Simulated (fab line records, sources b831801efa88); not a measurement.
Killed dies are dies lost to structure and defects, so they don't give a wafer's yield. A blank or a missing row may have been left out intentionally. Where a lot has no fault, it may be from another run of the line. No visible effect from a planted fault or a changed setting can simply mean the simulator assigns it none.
Matching of chambers :: flow sky130 :: SKY_POLY_GATE_ETCH_16 on rie_diel-01: 4 sister chambers
The step etches Si3N4 in CH3F/O2, stops on poly-Si, time 147.5 s, target depth 75 nm. 22 wafers are shown with their chamber, then 11 later ones without.

## EACH WAFER AND ITS CHAMBER
wafer: L074.1
chamber: 1
drypump_motor_current_A (A): 6.0
throttle_valve_pct (%): 10.531
chamber_pressure_mTorr (mTorr): 24.957

wafer: L074.3
chamber: 3
drypump_motor_current_A (A): 5.6
throttle_valve_pct (%): 10.537
chamber_pressure_mTorr (mTorr): 25.027

wafer: L074.6
chamber: 2
drypump_motor_current_A (A): 5.1
throttle_valve_pct (%): 10.545
chamber_pressure_mTorr (mTorr): 25.102

wafer: L075.1
chamber: 3
drypump_motor_current_A (A): 5.6
throttle_valve_pct (%): 10.542
chamber_pressure_mTorr (mTorr): 25.028

wafer: L075.3
chamber: 1
drypump_motor_current_A (A): 6.0
throttle_valve_pct (%): 10.565
chamber_pressure_mTorr (mTorr): 24.938

wafer: L075.5
chamber: 3
drypump_motor_current_A (A): 5.6
throttle_valve_pct (%): 10.529
chamber_pressure_mTorr (mTorr): 25.031

wafer: L077.1
chamber: 1
drypump_motor_current_A (A): 6.0
throttle_valve_pct (%): 10.529
chamber_pressure_mTorr (mTorr): 24.982

wafer: L077.4
chamber: 2
drypump_motor_current_A (A): 5.1
throttle_valve_pct (%): 10.534
chamber_pressure_mTorr (mTorr): 24.980

wafer: L077.5
chamber: 0
drypump_motor_current_A (A): 5.4
throttle_valve_pct (%): 10.554
chamber_pressure_mTorr (mTorr): 24.972

wafer: L080.2
chamber: 3
drypump_motor_current_A (A): 5.7
throttle_valve_pct (%): 10.525
chamber_pressure_mTorr (mTorr): 24.983

wafer: L080.3
chamber: 2
drypump_motor_current_A (A): 5.1
throttle_valve_pct (%): 10.539
chamber_pressure_mTorr (mTorr): 24.996

wafer: L080.4
chamber: 1
drypump_motor_current_A (A): 6.0
throttle_valve_pct (%): 10.533
chamber_pressure_mTorr (mTorr): 25.026

wafer: L082.2
chamber: 1
drypump_motor_current_A (A): 6.0
throttle_valve_pct (%): 10.529
chamber_pressure_mTorr (mTorr): 24.996

wafer: L082.3
chamber: 3
drypump_motor_current_A (A): 5.7
throttle_valve_pct (%): 10.547
chamber_pressure_mTorr (mTorr): 25.029

wafer: L082.4
chamber: 0
drypump_motor_current_A (A): 5.4
throttle_valve_pct (%): 10.542
chamber_pressure_mTorr (mTorr): 25.041

wafer: L083.4
chamber: 2
drypump_motor_current_A (A): 5.1
throttle_valve_pct (%): 10.536
chamber_pressure_mTorr (mTorr): 25.020

wafer: L083.5
chamber: 3
drypump_motor_current_A (A): 5.6
throttle_valve_pct (%): 10.535
chamber_pressure_mTorr (mTorr): 25.012

wafer: L083.6
chamber: 1
drypump_motor_current_A (A): 6.0
throttle_valve_pct (%): 10.529
chamber_pressure_mTorr (mTorr): 25.001

wafer: L085.2
chamber: 1
drypump_motor_current_A (A): 6.0
throttle_valve_pct (%): 10.526
chamber_pressure_mTorr (mTorr): 24.974

wafer: L085.4
chamber: 3
drypump_motor_current_A (A): 5.6
throttle_valve_pct (%): 10.532
chamber_pressure_mTorr (mTorr): 24.998

wafer: L085.6
chamber: 2
drypump_motor_current_A (A): 5.1
throttle_valve_pct (%): 10.529
chamber_pressure_mTorr (mTorr): 24.962

wafer: L088.4
chamber: 0
drypump_motor_current_A (A): 5.4
throttle_valve_pct (%): 10.539
chamber_pressure_mTorr (mTorr): 24.984

SIGNATURES, as means of the wafers listed above
reading: drypump_motor_current_A
chamber 0: 5.400
chamber 1: 6.000
chamber 2: 5.100
chamber 3: 5.629
scatter within a chamber: 0.0282

reading: throttle_valve_pct
chamber 0: 10.54500
chamber 1: 10.53457
chamber 2: 10.53660
chamber 3: 10.53529
scatter within a chamber: 0.00976

reading: chamber_pressure_mTorr
chamber 0: 24.99900
chamber 1: 24.98200
chamber 2: 25.01200
chamber 3: 25.01543
scatter within a chamber: 0.0349
Rule: a wafer lies at a distance from a chamber equal to the root of the sum of squares, over the readings, of (its reading less the chamber's mean, divided by the reading's scatter). The wafer belongs to the nearest chamber; if the next one is less than 2 further off, it can't be placed. The scatter: take each reading less its chamber's mean, square it, sum over the shown wafers, divide by the number of wafers less the number of chambers, and take the root.

## WAFERS MISSING THEIR CHAMBER
wafer: L088.5
drypump_motor_current_A (A): 5.4
throttle_valve_pct (%): 10.530
chamber_pressure_mTorr (mTorr): 24.988

wafer: L088.6
drypump_motor_current_A (A): 6.0
throttle_valve_pct (%): 10.530
chamber_pressure_mTorr (mTorr): 24.995

wafer: L090.2
drypump_motor_current_A (A): 5.7
throttle_valve_pct (%): 10.537
chamber_pressure_mTorr (mTorr): 24.985

wafer: L090.5
drypump_motor_current_A (A): 5.1
throttle_valve_pct (%): 10.538
chamber_pressure_mTorr (mTorr): 25.006

wafer: L090.6
drypump_motor_current_A (A): 5.7
throttle_valve_pct (%): 10.539
chamber_pressure_mTorr (mTorr): 24.994

wafer: L096.1
drypump_motor_current_A (A): 5.1
throttle_valve_pct (%): 10.531
chamber_pressure_mTorr (mTorr): 25.016

wafer: L096.3
drypump_motor_current_A (A): 5.6
throttle_valve_pct (%): 10.543
chamber_pressure_mTorr (mTorr): 25.021

wafer: L096.5
drypump_motor_current_A (A): 5.7
throttle_valve_pct (%): 10.532
chamber_pressure_mTorr (mTorr): 25.014

wafer: L097.1
drypump_motor_current_A (A): 5.9
throttle_valve_pct (%): 10.548
chamber_pressure_mTorr (mTorr): 25.029

wafer: L097.3
drypump_motor_current_A (A): 5.6
throttle_valve_pct (%): 10.539
chamber_pressure_mTorr (mTorr): 25.046

wafer: L097.5
drypump_motor_current_A (A): 5.1
throttle_valve_pct (%): 10.532
chamber_pressure_mTorr (mTorr): 24.983

## THE CHAMBER EACH PASSED THROUGH
wafer: L088.5
from the rows above: 0
in truth: 0

wafer: L088.6
from the rows above: 1
in truth: 1

wafer: L090.2
from the rows above: 3
in truth: 3

wafer: L090.5
from the rows above: 2
in truth: 2

wafer: L090.6
from the rows above: 3
in truth: 3

wafer: L096.1
from the rows above: 2
in truth: 2

wafer: L096.3
from the rows above: 3
in truth: 3

wafer: L096.5
from the rows above: 3
in truth: 3

wafer: L097.1
from the rows above: 1
in truth: 1

wafer: L097.3
from the rows above: 3
in truth: 3

wafer: L097.5
from the rows above: 2
in truth: 2
11 of 11 placed correctly. From these rows, 0 cannot be placed. Placed wrongly: 0.
